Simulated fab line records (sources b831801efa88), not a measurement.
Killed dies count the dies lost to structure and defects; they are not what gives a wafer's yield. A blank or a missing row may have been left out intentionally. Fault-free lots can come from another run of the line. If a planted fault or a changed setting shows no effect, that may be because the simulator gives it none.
The tool behind it: which one? + flow gf180mcu + 18 wafers from 6 lots sampled at 2 of the route's 602 steps

== WHAT THE GAUGES READ, wafer by wafer ==
GF_HV_LDD_TW_MEAS_38.
| lot  | measured     | on            | HV_LDD_3_TW                   |
|------|--------------|---------------|-------------------------------|
| L514 | day 12 01:37 | film-metro-03 | 1454 1451 1450                |
| L523 | day 14 15:01 | film-metro-02 | 1521 1518 1518 1515 1514 1515 |
| L529 | day 16 18:51 | film-metro-02 | 1451 1454 1464                |
| L532 | day 17 20:29 | film-metro-01 | 1436 1445 1440                |
| L534 | day 18 10:01 | film-metro-02 | 1454 1457 1454                |
| L536 | day 18 23:00 | film-metro-03 | 1436 1439 1434                |

== WHICH TOOL RAN EACH LOT (tool, then ch and the chambers of the sampled wafers, then the start) ==
| lot  | GF_HV_LDD_IMPLANT_34            |
|------|---------------------------------|
| L514 | implanter-04 ch 0, day 12 01:05 |
| L523 | implanter-02 ch 0, day 14 14:29 |
| L529 | implanter-04 ch 0, day 16 17:51 |
| L532 | implanter-01 ch 0, day 17 19:56 |
| L534 | implanter-02 ch 0, day 18 09:28 |
| L536 | implanter-02 ch 0, day 18 22:27 |
- GF_HV_LDD_IMPLANT_34

== THE ANSWER, worked out from the rows above alone ==
Rule: the usual values come from the lots themselves. Put in order of their means at a reading, lots are off if they are a third of the lots or fewer, leave a main group of 4 or more, and stand apart from it by a gap of 3 or more times the standard deviation of the main group's means; of several such gaps the widest counts. Not used: any main group whose means are identical at the precision the tables above print for the reading. A lot without any number at a reading at which 4 lots or more have one is off too. All remaining lots with rows at the step are treated as sound.
Off: at GF_HV_LDD_TW_MEAS_38 (HV_LDD_3_TW), L523. The main group has a mean of 1448 with a standard deviation of 8.1.
A tool fits if, at a process step before that reading, it ran every lot that is off, and no sound lot after the first of them. Those tools and the gauges at GF_HV_LDD_TW_MEAS_38 are tried in the same way. None of those tried fits.

== WHAT WAS PUT IN BY THE SIMULATOR ==
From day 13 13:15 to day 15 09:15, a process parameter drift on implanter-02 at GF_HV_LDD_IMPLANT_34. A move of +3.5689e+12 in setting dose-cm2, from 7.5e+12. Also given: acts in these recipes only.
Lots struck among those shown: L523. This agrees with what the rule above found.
